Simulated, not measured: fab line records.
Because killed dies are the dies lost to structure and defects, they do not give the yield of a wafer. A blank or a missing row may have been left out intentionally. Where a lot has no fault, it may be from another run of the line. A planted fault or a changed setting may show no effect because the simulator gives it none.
2 desks, one fault -- flow gf180mcu -- each desk has only its own numbers; what lay behind them comes last

FOR THE TOOL OWNER'S DESK: hdpcvd-01
The tool's own readings at GF_V1_CVD_00 (deposits SiO2, target thk 600 nm, time 100 s): means of the sampled wafers that have a number, for each lot that ran on this tool. Any lot whose mean is over 4 standard deviations away from the usual mean is out of limits and marked OUT; that distance is given in the brackets.
Columns: A = pressureMtorr at GF_V1_CVD_00, usual 5.999 mTorr; B = runLengthS at GF_V1_CVD_00, usual 127.7 s; C = sih4FlowSccm at GF_V1_CVD_00, usual 59.99 sccm
lot,first seen here,A,B,C
L258,day 17 08:08,6.005,127.2,59.93
L260,day 18 00:58,5.997,127.1,59.93
L261,day 18 15:25,6.012,127.0,59.89
L268,day 21 10:23,6.006,126.8,60.17
L280,day 25 05:34,5.985,128.1,60.24
Finding of this desk: none of the 5 lots has anything out of limits.

AT THE METROLOGY DESK
What the gauges read, lot by lot, whatever tool the lot ran on: means of the sampled wafers that have a number. Any lot whose mean is over 4 standard deviations away from the usual mean is out of limits and marked OUT; that distance is given in the brackets.
Columns: A = V1_BOW at GF_V1_BOW_MEAS_05, usual 83 um; B = V1_OVL at GF_V1_OVL_MEAS_15, usual 0 nm
lot,first seen here,A,B
L258,day 17 08:41,88,0
L259,day 17 19:25,85,4
L260,day 18 01:47,90,-8
L261,day 18 16:01,82,6
L265,day 20 07:46,53 (-4.1) OUT,7
L266,day 20 15:32,60,5
L267,day 21 04:47,64,-1
L268,day 21 10:56,83,3
L273,day 23 00:25,82,2
L276,day 24 01:35,88,-4
L279,day 24 19:43,88,0
L280,day 25 06:16,83,1
This desk reports L265 out of limits; the earliest was L265 at day 20 07:46 (V1_BOW at GF_V1_BOW_MEAS_05). L258, L259, L260, L261, L266, L267, L268, L273, L276, L279, L280 stayed within limits.

TAKEN TOGETHER
On L265, the metrology desk was in a position to raise an alarm at day 20 07:46.
The desk of the tool owner found nothing out of limits.
The tool owner's desk has no number on record for L265.
All the named lots went through GF_V1_CVD_00 on hdpcvd-01.

WHAT WAS PUT IN BY THE SIMULATOR
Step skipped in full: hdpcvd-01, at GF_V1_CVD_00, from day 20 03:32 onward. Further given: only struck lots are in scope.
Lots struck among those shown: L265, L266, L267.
Time in hours between the start of the fault and the first out-of-limits reading at each desk: metrology desk, 4.
